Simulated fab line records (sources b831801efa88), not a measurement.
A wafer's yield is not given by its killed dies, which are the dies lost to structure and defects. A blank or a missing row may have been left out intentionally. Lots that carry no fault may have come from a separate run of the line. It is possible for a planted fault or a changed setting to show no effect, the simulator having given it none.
A single fault, viewed from 2 desks + flow gf180mcu + every desk sees just its own numbers, and what lay behind them comes last

## THE TOOL OWNER'S DESK: cmp-01
The tool's own readings at GF_V4_CMP_26 (polishes, stops on SiO2, t overpolish 15 s, target thk 0 nm): means of the sampled wafers that have a number, for each lot that ran on this tool. If a lot's mean is further than 4 standard deviations from the usual mean, the lot is out of limits and carries the mark OUT (the distance appears in the brackets).
Columns: A = motor-current-A at GF_V4_CMP_26, usual 10.6 A; B = overpolish-run-s at GF_V4_CMP_26, usual 15.000 s; C = retaining-ring-pressure-frac at GF_V4_CMP_26, usual 0.999; D = time-to-endpoint-s at GF_V4_CMP_26, usual 85 s
| lot  | first seen here | A    | B                        | C     | D              |
|------|-----------------|------|--------------------------|-------|----------------|
| L203 | day 24 10:27    | 10.5 | 14.998                   | 1.001 | 83             |
| L206 | day 25 17:56    | 9.9  | 15.011                   | 0.993 | 83             |
| L208 | day 26 00:11    | 9.1  | 14.997                   | 0.997 | 88             |
| L209 | day 26 09:52    | 10.4 | 15.007                   | 1.000 | 83             |
| L211 | day 27 03:59    | 11.1 | 14.999                   | 1.000 | 87             |
| L213 | day 27 17:49    | 9.5  | 10.013 (-99 or more) OUT | 1.001 | 104 (+5.1) OUT |
This desk's verdict: out of limits on L213, starting with L213 at day 27 17:49 (overpolish-run-s at GF_V4_CMP_26). L203, L206, L208, L209, L211: within limits.

## METROLOGY DESK
What the gauges read for every lot (on any tool): the sampled wafers with a number, averaged. If a lot's mean is further than 4 standard deviations from the usual mean, the lot is out of limits and carries the mark OUT (the distance appears in the brackets).
Columns: A = V3_OVL at GF_V3_OVL_MEAS_15, usual -1 nm
| lot  | first seen here | A  |
|------|-----------------|----|
| L203 | day 22 09:15    | -1 |
| L206 | day 23 17:38    | 3  |
| L207 | day 23 18:51    | -5 |
| L208 | day 24 00:31    | -3 |
| L209 | day 24 10:14    | -6 |
| L211 | day 25 05:07    | 3  |
| L212 | day 25 11:15    | 2  |
| L213 | day 25 19:48    | 1  |
| L216 | day 27 00:36    | 3  |
| L224 | day 30 00:26    | -2 |
| L225 | day 30 00:59    | -6 |
| L223 | day 30 01:20    | 2  |
Result from this desk: across the 12 lots, nothing is out of limits.

## BROUGHT TOGETHER
At day 27 17:49, on L213, the tool owner's desk was in a position to raise an alarm.
From the metrology desk's view, nothing was out of limits.
The metrology desk holds a record of L213, inside its limits.
GF_V4_CMP_26 was run on cmp-01 by each of the lots named.

## WHAT THE SIMULATOR HAD PUT IN
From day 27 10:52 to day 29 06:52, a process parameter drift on cmp-01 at GF_V4_CMP_26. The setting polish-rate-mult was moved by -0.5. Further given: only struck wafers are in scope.
Lots struck among those shown: L213.
Hours from the fault's start to each desk's first reading out of limits: the tool owner's desk, 7.
